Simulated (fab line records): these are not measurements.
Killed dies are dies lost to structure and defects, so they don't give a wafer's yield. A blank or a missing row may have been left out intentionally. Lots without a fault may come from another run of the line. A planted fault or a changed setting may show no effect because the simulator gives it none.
What tool caused it? / flow sky130 / 18 wafers from 6 lots sampled at 3 of the route's 708 steps

## WHAT THE GAUGES SHOWED, per wafer
SKY_NWELL_OVL_MEAS_10.
lot=L276; measured=day 5 06:52; on=overlay-02; NWELL_00_OVL (nm)=0.1 0.4 -0.5
lot=L279; measured=day 5 21:42; on=overlay-02; NWELL_00_OVL (nm)=-2.0 -0.3 -0.4
lot=L281; measured=day 6 15:24; on=overlay-02; NWELL_00_OVL (nm)=-0.7 0.4 1.1
lot=L284; measured=day 7 02:01; on=overlay-02; NWELL_00_OVL (nm)=-2.3 -0.4 0.7
lot=L292; measured=day 9 02:22; on=overlay-02; NWELL_00_OVL (nm)=-0.3 -0.7 0.9
lot=L294; measured=day 9 15:54; on=overlay-02; NWELL_00_OVL (nm)=1.1 1.1 1.0

## EACH LOT AND THE TOOL THAT RAN IT (in order: tool; ch and the chambers of the sampled wafers; start)
lot=L276; SKY_FIELD_ISO_WET_ETCH_18=wet_bench-02 ch 1, day 2 21:09; SKY_FIELD_ISO_CMP_27=cmp-02 ch 0,3, day 3 01:31
lot=L279; SKY_FIELD_ISO_WET_ETCH_18=wet_bench-03 ch 2, day 3 11:56; SKY_FIELD_ISO_CMP_27=cmp-02 ch 1,2,3, day 3 15:26
lot=L281; SKY_FIELD_ISO_WET_ETCH_18=wet_bench-02 ch 2, day 3 22:14; SKY_FIELD_ISO_CMP_27=cmp-01 ch 1,2,3, day 4 03:57
lot=L284; SKY_FIELD_ISO_WET_ETCH_18=wet_bench-01 ch 0, day 4 12:46; SKY_FIELD_ISO_CMP_27=cmp-01 ch 0,2,3, day 4 16:10
lot=L292; SKY_FIELD_ISO_WET_ETCH_18=wet_bench-01 ch 0, day 6 07:06; SKY_FIELD_ISO_CMP_27=cmp-02 ch 0,2,3, day 6 11:20
lot=L294; SKY_FIELD_ISO_WET_ETCH_18=wet_bench-02 ch 3, day 6 18:47; SKY_FIELD_ISO_CMP_27=cmp-02 ch 1,3, day 6 23:08
- SKY_FIELD_ISO_WET_ETCH_18: etches Si3N4 in H3PO4, target depth 25 nm, time 286 s.
- SKY_FIELD_ISO_CMP_27: polishes, stops on Si3N4, t overpolish 16 s, target thk 457.8 nm.

## THE ANSWER, worked out from the rows above alone
Rule: the usual values come from the lots themselves. Put in order of their means at a reading, lots are off if they are a third of the lots or fewer, leave a main group of 4 or more, and stand apart from it by a gap of 3 or more times the standard deviation of the main group's means; of several such gaps the widest counts. Not used: any main group whose means are identical at the precision the tables above print for the reading. A lot without any number at a reading at which 4 lots or more have one is off too. Where the step has rows for the other lots, those lots are counted as sound.
No lot is off on any of the readings shown, so nothing can be concluded from this.

## WHAT THE SIMULATOR HAD PUT IN
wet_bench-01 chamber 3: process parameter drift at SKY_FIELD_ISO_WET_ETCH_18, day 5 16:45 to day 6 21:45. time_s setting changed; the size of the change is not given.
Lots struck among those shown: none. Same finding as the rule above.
